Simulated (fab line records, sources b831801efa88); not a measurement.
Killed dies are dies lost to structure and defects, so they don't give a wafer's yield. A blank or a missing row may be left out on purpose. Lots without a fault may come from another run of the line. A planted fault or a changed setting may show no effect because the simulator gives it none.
Chamber matching | flow gf180mcu | GF_V2_ETCH_16 on rie_diel-03: 4 sister chambers
The step etches BARC in N2/H2. 8 wafers are shown with their chamber, then 7 later ones without.

WAFERS WITH THEIR CHAMBER
wafer  | chamber | drypump_motor_current_A (A) | throttle_valve_pct (%)
L085.3 | 3       | 5.7                         | 13.225
L085.5 | 3       | 5.7                         | 13.227
L086.5 | 1       | 6.0                         | 13.213
L090.2 | 2       | 6.4                         | 13.223
L090.4 | 0       | 5.4                         | 13.219
L090.6 | 0       | 5.5                         | 13.238
L092.3 | 1       | 6.1                         | 13.212
L092.4 | 2       | 6.4                         | 13.238

WAFERS WITHOUT THEIR CHAMBER
wafer  | drypump_motor_current_A (A) | throttle_valve_pct (%)
L092.5 | 6.0                         | 13.212
L093.2 | 5.7                         | 13.218
L093.4 | 6.0                         | 13.225
L093.6 | 5.7                         | 13.235
L097.1 | 6.4                         | 13.223
L097.3 | 6.0                         | 13.236
L097.5 | 6.0                         | 13.222

WHICH CHAMBER EACH WENT THROUGH
wafer  | from the rows above | in truth
L092.5 | 1                   | 1
L093.2 | 3                   | 3
L093.4 | 1                   | 1
L093.6 | 3                   | 3
L097.1 | 2                   | 2
L097.3 | 1                   | 1
L097.5 | 1                   | 1
Placed correctly: 7 of 7. Can't be placed from these rows: 0. Placed wrongly: 0.
How it was worked out, from the rows above alone: a wafer's distance from a chamber is the root of the sum, over the readings, of the square of ((its reading less the chamber's mean) divided by the reading's scatter). The wafer belongs to the nearest chamber; if the next one is less than 2 further off, it can't be placed. A chamber's mean is the mean of its shown wafers. The scatter: the root of (the sum of the squares of (reading less its chamber's mean) over the shown wafers, divided by (wafers less chambers)).
